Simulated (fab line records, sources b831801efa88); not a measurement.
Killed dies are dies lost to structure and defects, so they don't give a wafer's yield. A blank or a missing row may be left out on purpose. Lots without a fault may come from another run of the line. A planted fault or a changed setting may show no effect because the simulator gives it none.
A struck lot beside a sound one | flow gf180mcu | 16 steps out of a route of 602
Sound: wafers L870.1, L870.4, L870.6. Struck: wafers L882.1, L882.4, L882.5. The cause comes at the end.
At each step with rows: each side's tool, then ch and its chambers, then its first start. Under that, the readings that differ: sound wafers | struck wafers | difference of the means | sigmas: that difference in standard deviations of wafers without a fault.
alike: readings whose means differ by less than 2 such deviations, and words and numbers that are the same on both sides. not compared: withheld readings, readings that some wafer has no value for, bounds like >300 that may hide the same value, and numbers for which the record gives no deviation and whose values overlap.
The two part at a step that has a row with sigmas, a row that says differs or no value, or rows on one side only. Numbers that don't overlap but have no deviation are shown without sigmas and don't part them. A reading that every wafer of one side lacks parts them only if that side has two wafers or more.

first, 3 steps without rows for these wafers: GF_V2_EXPOSE_11 (exposes mask Via2, target cd 260 nm); GF_V2_PEB_12 (peb time 90 s); GF_V2_DEVELOP_13 (develop time 60 s).
GF_V2_CD_MEAS_14: target cd 260 nm.
  sound on cd_sem-01, day 22 03:23; struck on cd_sem-01, day 26 08:20
  alike: cd_nm
GF_V2_OVL_MEAS_15:
  sound on overlay-01, day 22 03:31; struck on overlay-02, day 26 08:28
  alike: V2_OVL
GF_V2_ETCH_16: etches BARC in N2/H2.
  sound on rie_diel-02 ch 1,3, day 22 03:32; struck on rie_diel-02 ch 0,3, day 26 08:30
  alike: drypump_motor_current_A, oes_product_au, rf_fwd_power_W, throttle_valve_pct
GF_V2_ETCH_17: etches SiO2 in C4F8/O2/Ar, stops on TiN, target depth 630 nm.
  sound on rie_diel-02 ch 1,3; struck on rie_diel-02 ch 0,3
  alike: oes_product_au, rf_fwd_power_W
GF_V2_STRIP_18: strips in O2/N2.
  sound on plasma_asher-03 ch 0,1, day 22 03:40; struck on plasma_asher-01 ch 0,1, day 26 08:38
  alike: drypump_motor_current_A, heater_power_w, oes_product_au
  not compared: rf_hours_counter_h
then, 2 steps without rows for these wafers: GF_V2_STRIP_19 (strips in post etch residue remover, time 1200 s); GF_V2_CLEAN_20 (cleans in DIW).
GF_V2_SPUTTER_21: material Ti, target thk 15 nm, time 80.02 s.
  sound on pvd_sputter-01, day 22 04:35; struck on pvd_sputter-01, day 26 09:10
  alike: throttle_valve_pct
GF_V2_SPUTTER_22: material TiN, target thk 10 nm, time 40 s.
  sound on pvd_sputter-01, day 22 04:38; struck on pvd_sputter-01, day 26 09:14
  alike: throttle_valve_pct
GF_V2_CVD_23: deposits W, target thk 350 nm, time 104.94 s.
  sound on cvd_w-01 ch 0,1, day 22 04:41; struck on cvd_w-01 ch 0,1, day 26 09:16
  no value came back on the struck wafers for chamber_pressure_Torr (Torr), heater_power_outer_w (W), heater_power_w (W); on the sound wafers chamber_pressure_Torr (Torr) reads 40.19 40.02 39.97
GF_V2_RS_MEAS_24: measures by four-point-probe.
  sound on film_metro-04, day 22 04:47; struck on film_metro-01, day 26 09:25
  reading          | sound             | struck               | difference | sigmas
  V2_W_RS (ohm/sq) | 0.334 0.320 0.321 | 44.278 43.813 43.990 | +43.702    | +99 or more
GF_V2_THK_MEAS_25: measures by xrf.
  sound on film_metro-04, day 22 04:55; struck on film_metro-01, day 26 09:32
  reading       | sound       | struck   | difference | sigmas
  V2_W_THK (nm) | 341 354 353 | <0 <0 <0 | differs    |
GF_V2_CMP_26: polishes, stops on SiO2, t overpolish 15 s, target thk 0 nm.
  sound on cmp-01 ch 0,1, day 22 04:58; struck on cmp-01 ch 1,3, day 26 09:39
  reading                | sound    | struck | difference | sigmas
  time_to_endpoint_s (s) | 84 88 89 | 3 5 4  | -83        | -24
  alike: motor_current_A, slurry_flow_ml_min

WHERE THEY PART
First at GF_V2_CVD_23; last, within this record, at GF_V2_CMP_26.

WHY: what the simulator had put in
Skipped step whole: cvd_w-01, from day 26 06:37 on, at GF_V2_CVD_23. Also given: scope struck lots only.
